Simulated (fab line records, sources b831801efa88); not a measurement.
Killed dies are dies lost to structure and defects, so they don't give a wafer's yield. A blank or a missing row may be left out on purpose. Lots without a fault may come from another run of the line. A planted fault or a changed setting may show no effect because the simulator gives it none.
fab line records | flow sfq_line
record lots=14 wafers=42 last_day=92
route steps=325 shown I1@84 M3@130 M4@150
lots that met no fault: from a run of the same line without faults
start_h: hours from the record's first day to the start of the lot's first wafer shown | wait_h: hours since the lot's step before | " the same as in the row above | L1.1+2: a row that stands for several wafers | - no value, or no start given | * or withheld: withheld | < > ~ a bound
route shown NAME@n: a module of which the file shows steps, and the number in the route of the first | usual: mean/standard deviation of fault-free wafers | same: alike in all rows | chamber/n: place in a boat | sites: the reading at each site | _std_site: their standard deviation | _edge_site: outer sites' mean less inner sites' | radius_mm: how far each site lies from the wafer's centre | mask NAME#n: copy n | behind: the tool/chamber that last shaped the wafer | hold: why the lot was held/for how many hours/how that ended | device: the transistor (n, p or np) that didn't switch | end of line: the same wafers' tests at the end of the route | a step without rows: its recipe alone | killed: dies lost to structure and defects at the first sort, not the wafer's yield | map: a wafer's dies, x killed, . not, _ none there
set.NAME: the setting as run; set.NAME@STEP: as run at that earlier step | model.NAME: the simulator's own value behind a step, which no gauge read
steps of the route over a sample of lots; a table a step, a row a wafer
services: from which hour (start_h, from the record's first day; less than 0 if before it) a tool's chamber was out of use, for how many hours, and why
## steps
# step SFQ_TRILAYER_I1_VIA_BARC_OPEN_VIA_ETCH_071
# recipe mask_material=PR chemistry=O2 target_depth_nm=125 target=BARC source_w=500 bias_w=80 pressure_mtorr=30 time_s=41.7
# usual chamber_pressure_mTorr=29.999/0.026 drypump_motor_current_A=5.8/0.49 oes_product_au=0.685/0.0045 rf_fwd_power_W=494.2/2.3
# columns lot.wafer tool chamber start_h wait_h chamber_pressure_mTorr drypump_motor_current_A oes_product_au rf_fwd_power_W rf_hours_counter_h
L813.3 rie_diel-01 1 723.17 0.0 29.983 6.7 0.686 496.3 4
L813.4 " 3 " " 30.021 6.4 0.691 492.2 5
L813.5 " 3 " " 30.028 6.4 0.686 492.7 -
L814.1 rie_diel-01 0 730.37 0.0 30.021 5.6 0.682 497.5 2
L814.2 " 2 " " 30.016 5.9 0.682 495.1 7
L814.3 " 1 " " 29.991 6.7 0.678 496.1 4
L815.1 rie_diel-02 2 746.09 0.0 29.997 6.0 0.690 493.8 4
L815.3 " 3 " " 30.004 5.2 0.683 491.1 6
L815.4 " 0 " " 29.986 5.6 0.685 495.3 2
L816.1 rie_diel-02 1 752.09 0.0 30.004 4.8 0.680 494.0 26
L816.4 " 0 " " 30.020 5.6 0.687 495.1 2
L816.6 " 3 " " 29.992 5.2 0.685 493.1 -
L818.2 rie_diel-03 2 760.49 0.0 30.013 6.0 0.684 495.3 7
L818.3 " 0 " " 30.034 6.1 0.687 495.3 -
L818.6 " 0 " " 29.964 6.1 0.679 494.5 -
L819.3 rie_diel-01 2 798.08 0.0 30.015 5.9 0.686 491.1 9
L819.5 " 0 " " 30.042 5.6 0.687 490.9 -
L819.6 " 1 " " 29.977 6.6 0.682 496.5 -
L820.2 rie_diel-01 1 810.08 0.0 30.071 6.7 0.689 497.4 6
L820.4 " 0 " " 29.986 5.6 0.686 493.4 3
L820.6 " 1 " " 30.002 6.7 0.681 495.5 -
L821.1 rie_diel-01 1 830.60 0.0 29.988 6.7 0.686 495.9 7
L821.2 " 2 " " 30.006 5.9 0.678 493.1 9
L821.5 " 1 " " 29.984 6.6 0.687 495.5 -
L822.1 rie_diel-03 2 835.40 0.0 29.993 6.0 0.691 494.4 9
L822.2 " 0 " " 29.975 6.2 0.686 496.3 9
L822.4 " 3 " " 29.967 5.5 0.695 492.1 2
L823.1 rie_diel-03 2 843.80 0.0 29.996 6.0 0.681 495.2 9
L823.4 " 1 " " 29.993 5.9 0.691 494.4 1
L823.6 " 2 " " 30.038 6.0 0.680 494.5 -
L829.1 rie_diel-03 2 894.58 0.0 30.014 6.0 0.690 494.3 9
L829.3 " 0 " " 29.995 6.2 0.677 491.9 9
L829.6 " 3 " " 29.943 5.5 0.680 490.1 -
L833.3 rie_diel-01 3 935.63 0.0 30.011 6.3 0.680 490.7 8
L833.5 " 3 " " 29.964 6.4 0.690 490.1 -
L833.6 " 2 " " 30.003 5.9 0.682 490.5 -
L834.1 rie_diel-02 0 938.03 0.0 30.014 5.6 0.687 496.9 5
L834.2 " 3 " " 30.030 5.2 0.680 491.6 9
L834.6 " 2 " " 29.966 6.0 0.692 494.2 -
L835.1 rie_diel-02 1 951.23 0.0 29.968 4.9 0.682 494.9 1
L835.3 " 0 " " 29.988 5.6 0.687 496.8 5
L835.5 " 1 " " 30.015 4.9 0.685 496.7 -
# step SFQ_TRILAYER_M3_ETCH_METAL_ETCH_078
# recipe target=Nb stop_on=SiO2 mask_material=PR chemistry=Cl2/Ar target_depth_nm=240 icp_w=600 bias_w=80 pressure_mtorr=10 time_s=120
# usual chamber_pressure_mTorr=10.001/0.01 drypump_motor_current_A=5.59/0.3 oes_product_au=0.896/0.0066 rf_fwd_power_W=597.0/2.1
# columns lot.wafer tool chamber start_h wait_h chamber_pressure_mTorr drypump_motor_current_A oes_product_au rf_fwd_power_W rf_hours_counter_h
L813.3 rie_metal-01 1 1033.62 0.1 9.984 5.71 0.896 599.8 -
L813.4 " 0 " " 9.996 5.80 0.903 593.2 -
L813.5 " 0 " " 10.001 5.81 0.894 593.1 -
L814.1 rie_metal-04 1 1049.30 0.0 10.015 5.34 0.896 597.7 79
L814.2 " 0 " " 9.989 5.17 0.897 598.6 97
L814.3 " 1 " " 10.006 5.32 0.894 599.5 -
L815.1 rie_metal-02 0 1058.90 0.0 10.008 5.95 0.901 595.2 56
L815.3 " 1 " " 9.985 5.75 0.901 594.4 -
L815.4 " 0 " " 9.989 5.98 0.893 596.3 -
L816.1 rie_metal-04 1 1061.36 0.1 10.001 5.33 0.901 595.2 81
L816.4 " 1 " " 10.011 5.33 0.899 596.2 -
L816.6 " 1 " " 10.016 5.32 0.894 594.8 -
L818.2 rie_metal-04 1 1082.19 0.0 9.994 5.36 0.898 595.6 84
L818.3 " 1 " " 10.008 5.32 0.900 597.8 -
L818.6 " 1 " " 10.011 5.34 0.891 598.4 -
L819.3 rie_metal-04 0 1094.24 0.1 9.999 5.16 0.892 594.7 -
L819.5 " 1 " " 9.996 5.34 0.896 596.5 -
L819.6 " 0 " " 10.006 5.16 0.896 596.3 -
L820.2 rie_metal-04 1 1129.30 0.0 9.999 5.31 0.892 594.1 91
L820.4 " 1 " " 9.999 5.34 0.887 594.2 -
L820.6 " 0 " " 10.008 5.17 0.892 596.8 -
L821.1 rie_metal-01 0 1130.50 0.0 10.002 5.84 0.891 599.2 42
L821.2 " 1 " " 10.006 5.70 0.899 597.7 120
L821.5 " 1 " " 10.011 5.70 0.901 596.5 -
L822.1 rie_metal-04 0 1137.70 0.0 9.997 5.17 0.888 594.7 109
L822.2 " 1 " " 10.007 5.31 0.896 597.3 93
L822.4 " 1 " " 10.002 5.34 0.896 598.6 -
L823.1 rie_metal-02 1 1142.50 0.0 9.997 5.78 0.890 598.0 41
L823.4 " 0 " " 9.988 5.99 0.898 596.8 -
L823.6 " 0 " " 10.025 5.97 0.897 598.5 -
L829.1 rie_metal-04 0 1180.17 0.0 9.998 5.16 0.903 691.6 118
L829.3 " 0 " " 10.004 5.16 0.906 690.5 -
L829.6 " 0 " " 10.005 5.15 0.896 690.4 -
L833.3 rie_metal-04 1 1205.41 0.1 10.010 5.33 0.903 597.0 -
L833.5 " 1 " " 9.997 5.33 0.892 595.2 -
L833.6 " 0 " " 10.017 5.17 0.891 692.6 -
L834.1 rie_metal-02 0 1206.57 0.0 10.003 5.96 0.885 598.7 81
L834.2 " 1 " " 10.000 5.78 0.893 595.4 52
L834.6 " 1 " " 10.013 5.77 0.886 595.8 -
L835.1 rie_metal-01 0 1207.77 0.0 10.008 5.86 0.917 593.0 56
L835.3 " 0 " " 10.009 5.83 0.904 595.4 -
L835.5 " 0 " " 9.984 5.87 0.902 594.4 -
# step SFQ_TRILAYER_M3_STRIP_STRIP_079
# recipe gas=O2 power_w=200 platen_temp_c=40 overash_fraction=0.65 chemistry=O2 pressure_mtorr=50
# usual chamber_pressure_mTorr=50.00/0.042 drypump_motor_current_A=5.59/0.29 oes_product_au=1.000/0.0072
# columns lot.wafer tool chamber start_h wait_h chamber_pressure_mTorr drypump_motor_current_A oes_product_au rf_hours_counter_h
L813.3 rie_metal-01 1 1033.90 0.2 50.05 5.70 0.975 -
L813.4 " 0 " " 50.01 5.81 1.001 -
L813.5 " 0 " " 49.90 5.81 0.998 -
L814.1 rie_metal-04 1 1049.43 0.1 50.00 5.38 0.989 79
L814.2 " 0 " " 50.04 5.20 1.008 97
L814.3 " 1 " " 49.97 5.37 0.995 -
L815.1 rie_metal-02 0 1059.03 0.1 50.07 6.01 1.012 56
L815.3 " 1 " " 50.06 5.74 1.003 -
L815.4 " 0 " " 49.97 5.98 1.008 -
L816.1 rie_metal-04 1 1061.61 0.2 49.94 5.31 1.010 81
L816.4 " 1 " " 49.97 5.32 1.009 -
L816.6 " 1 " " 49.98 5.34 1.025 -
L818.2 rie_metal-04 1 1082.32 0.1 50.01 5.32 1.008 84
L818.3 " 1 " " 50.04 5.33 1.007 -
L818.6 " 1 " " 50.03 5.31 0.997 -
L819.3 rie_metal-04 0 1094.52 0.2 50.02 5.18 0.994 -
L819.5 " 1 " " 50.00 5.32 1.011 -
L819.6 " 0 " " 49.99 5.18 1.004 -
L820.2 rie_metal-04 1 1129.42 0.1 50.01 5.32 0.989 91
L820.4 " 1 " " 49.98 5.34 0.998 -
L820.6 " 0 " " 50.05 5.18 1.001 -
L821.1 rie_metal-01 0 1130.62 0.1 50.11 5.81 1.002 42
L821.2 " 1 " " 49.99 5.70 1.004 120
L821.5 " 1 " " 50.01 5.70 0.993 -
L822.1 rie_metal-04 0 1137.82 0.1 49.94 5.18 0.991 109
L822.2 " 1 " " 50.04 5.36 1.000 93
L822.4 " 1 " " 49.94 5.33 0.994 -
L823.1 rie_metal-02 1 1142.62 0.1 50.04 5.76 0.994 41
L823.4 " 0 " " 49.98 6.04 0.991 -
L823.6 " 0 " " 49.96 5.97 0.998 -
L829.1 rie_metal-04 0 1180.29 0.1 50.04 5.17 0.999 118
L829.3 " 0 " " 50.03 5.18 0.997 -
L829.6 " 0 " " 50.04 5.17 0.999 -
L833.3 rie_metal-04 1 1205.69 0.2 49.96 5.34 1.005 -
L833.5 " 1 " " 49.97 5.33 1.005 -
L833.6 " 0 " " 49.95 5.18 1.000 -
L834.1 rie_metal-02 0 1206.69 0.1 50.00 5.95 0.998 81
L834.2 " 1 " " 49.93 5.75 1.003 52
L834.6 " 1 " " 50.01 5.75 0.998 -
L835.1 rie_metal-01 0 1207.89 0.1 50.00 5.79 1.004 56
L835.3 " 0 " " 49.94 5.81 0.998 -
L835.5 " 0 " " 49.99 5.78 0.994 -
# step SFQ_M4_RS_MEAS_924
# recipe thk_meas_gauge=four-point-probe reads=Nb_of_TRILAYER_M4_DEP_SPUTTER_091
# usual M4_NB_RS=0.891/0.0087
# columns lot.wafer tool chamber start_h wait_h M4_NB_RS[ohm/sq]
L813.3 film_metro-03 - 1170.40 0.1 0.896
L813.4 " - " " 0.888
L813.5 " - " " 0.882
L814.1 film_metro-03 - 1179.96 0.0 0.884
L814.2 " - " " 0.883
L814.3 " - " " 0.889
L815.1 film_metro-01 - 1187.36 0.0 0.885
L815.3 " - " " 0.889
L815.4 " - " " 0.894
L816.1 film_metro-01 - 1190.76 0.0 0.904
L816.4 " - " " 0.905
L816.6 " - " " 0.920
L818.2 film_metro-02 - 1199.18 0.1 0.897
L818.3 " - " " 0.890
L818.6 " - " " 0.907
L819.3 film_metro-02 - 1205.20 0.1 0.886
L819.5 " - " " 0.884
L819.6 " - " " 0.874
L820.2 film_metro-02 - 1239.98 0.1 0.894
L820.4 " - " " 0.885
L820.6 " - " " 0.896
L821.1 film_metro-01 - 1245.96 0.0 0.891
L821.2 " - " " 0.893
L821.5 " - " " 0.888
L822.1 film_metro-02 - 1263.96 0.0 0.893
L822.2 " - " " 0.891
L822.4 " - " " 0.885
L823.1 film_metro-02 - 1274.88 0.0 0.892
L823.4 " - " " 0.879
L823.6 " - " " 0.876
L829.1 film_metro-02 - 1328.28 0.0 0.894
L829.3 " - " " 0.892
L829.6 " - " " 0.883
L833.3 film_metro-02 - 1351.14 0.1 0.885
L833.5 " - " " 0.884
L833.6 " - " " 0.891
L834.1 film_metro-02 - 1352.28 0.0 0.880
L834.2 " - " " 0.873
L834.6 " - " " 0.880
L835.1 film_metro-02 - 1353.48 0.0 0.898
L835.3 " - " " 0.900
L835.5 " - " " 0.901
## services
# columns tool chamber start_h hours kind
rie_diel-01 2 746.51 2.6 repair
rie_diel-03 1 757.36 5.1 repair
rie_metal-04 1 758.70 13.0 repair
rie_diel-01 3 774.19 4.8 repair
rie_metal-01 0 781.02 1.5 repair
rie_metal-01 1 788.40 7.7 repair
rie_diel-03 2 788.69 9.0 repair
rie_diel-03 3 795.61 7.6 repair
rie_diel-01 - 814.22 0.5 repair
rie_diel-01 - 815.91 2.8 pm
rie_metal-01 - 883.02 14.6 pm
rie_diel-02 0 895.12 5.8 repair
rie_metal-01 - 906.70 1.4 repair
rie_diel-02 1 916.69 10.2 repair
rie_diel-01 1 919.70 11.4 repair
rie_diel-02 3 927.89 4.5 repair
rie_metal-04 - 945.19 0.2 repair
rie_diel-03 - 1023.32 2.8 pm
rie_metal-02 - 1031.80 1.4 pm
rie_metal-04 0 1058.15 8.0 repair
rie_diel-01 - 1078.51 0.2 repair
rie_metal-04 - 1138.42 2.8 pm
rie_metal-04 - 1154.67 0.7 repair
rie_diel-01 - 1197.03 15.6 pm
## key
first_sign step=SFQ_TRILAYER_M3_ETCH_METAL_ETCH_078 reading=rf_fwd_power_W direction=up sigmas=45 usual=597.0 struck=691.3
effect none on later readings
met_at SFQ_TRILAYER_M3_ETCH_METAL_ETCH_078
struck_lots L829,L833
struck_wafers L829.1,L829.3,L829.6,L833.6
not_acting_at SFQ_TRILAYER_I1_VIA_BARC_OPEN_VIA_ETCH_071,SFQ_TRILAYER_M3_STRIP_STRIP_079,SFQ_M4_RS_MEAS_924
onset_between 1137.70 1180.17
fault kind=process_parameter_drift tool=rie_metal-04 chamber=0 onset_h=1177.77 steps=SFQ_TRILAYER_M3_ETCH_METAL_ETCH_078 channel=icp_w offset=96 shape=step end_h=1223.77 acts_in=these_recipes_only stated=600
